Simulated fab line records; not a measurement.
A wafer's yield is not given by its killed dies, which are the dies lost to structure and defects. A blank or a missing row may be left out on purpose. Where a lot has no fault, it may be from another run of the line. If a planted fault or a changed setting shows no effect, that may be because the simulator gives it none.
Matching of chambers | flow sky130 | SKY_FIELD_ISO_ETCH_14 on rie_diel-01 has 4 sister chambers
The step etches BARC in N2/H2, stops on SiO2, time 45.9 s, target depth 60 nm. 18 wafers are shown with their chamber, then 9 later ones without.

WAFERS, EACH WITH ITS CHAMBER
wafer  | chamber | drypump_motor_current_A (A) | oes_product_au (a.u.) | throttle_valve_pct (%)
L074.1 | 1       | 5.6                         | 0.853                 | 13.223
L074.3 | 2       | 5.7                         | 0.852                 | 13.219
L074.5 | 3       | 5.9                         | 0.857                 | 13.241
L075.1 | 0       | 6.3                         | 0.854                 | 13.219
L075.2 | 3       | 5.9                         | 0.854                 | 13.221
L075.3 | 1       | 5.6                         | 0.847                 | 13.222
L076.2 | 0       | 6.2                         | 0.858                 | 13.220
L076.3 | 1       | 5.6                         | 0.855                 | 13.227
L076.4 | 3       | 5.9                         | 0.849                 | 13.221
L078.2 | 3       | 5.9                         | 0.853                 | 13.226
L078.3 | 2       | 5.7                         | 0.856                 | 13.227
L078.5 | 1       | 5.6                         | 0.853                 | 13.226
L080.2 | 3       | 5.9                         | 0.851                 | 13.237
L080.4 | 0       | 6.2                         | 0.856                 | 13.247
L080.5 | 0       | 6.2                         | 0.852                 | 13.212
L086.1 | 2       | 5.7                         | 0.863                 | 13.226
L086.4 | 1       | 5.6                         | 0.854                 | 13.222
L086.5 | 0       | 6.2                         | 0.859                 | 13.215

SIGNATURES (means of the wafers above)
reading                 | chamber 0 | chamber 1 | chamber 2 | chamber 3 | scatter within a chamber
drypump_motor_current_A | 6.220     | 5.600     | 5.700     | 5.900     | 0.0239
oes_product_au          | 0.85580   | 0.85240   | 0.85700   | 0.85280   | 0.00349
throttle_valve_pct      | 13.22260  | 13.22400  | 13.22400  | 13.22920  | 0.00922
Rule: for each reading, subtract the chamber's mean from the wafer's reading, divide by that reading's scatter and square the result; add these up over the readings and take the root, which gives the wafer's distance from the chamber. The wafer belongs to the nearest chamber; if the next one is less than 2 further off, it can't be placed. The scatter: the root of (the sum of the squares of (reading less its chamber's mean) over the shown wafers, divided by (wafers less chambers)).

WAFERS WHOSE CHAMBER IS MISSING
wafer  | drypump_motor_current_A (A) | oes_product_au (a.u.) | throttle_valve_pct (%)
L088.1 | 5.9                         | 0.857                 | 13.239
L088.3 | 6.2                         | 0.847                 | 13.223
L088.5 | 5.7                         | 0.855                 | 13.237
L089.1 | 6.2                         | 0.854                 | 13.223
L089.2 | 5.6                         | 0.857                 | 13.217
L089.5 | 6.2                         | 0.867                 | 13.222
L090.1 | 5.6                         | 0.856                 | 13.232
L090.2 | 6.3                         | 0.847                 | 13.233
L090.5 | 5.7                         | 0.851                 | 13.216

WHICH CHAMBER EACH WENT THROUGH
wafer  | from the rows above | in truth
L088.1 | 3                   | 3
L088.3 | 0                   | 0
L088.5 | 2                   | 2
L089.1 | 0                   | 0
L089.2 | 1                   | 1
L089.5 | 0                   | 0
L090.1 | 1                   | 1
L090.2 | 0                   | 0
L090.5 | 2                   | 2
Placed correctly: 9 of 9. Can't be placed from these rows: 0. Wrongly placed: 0.
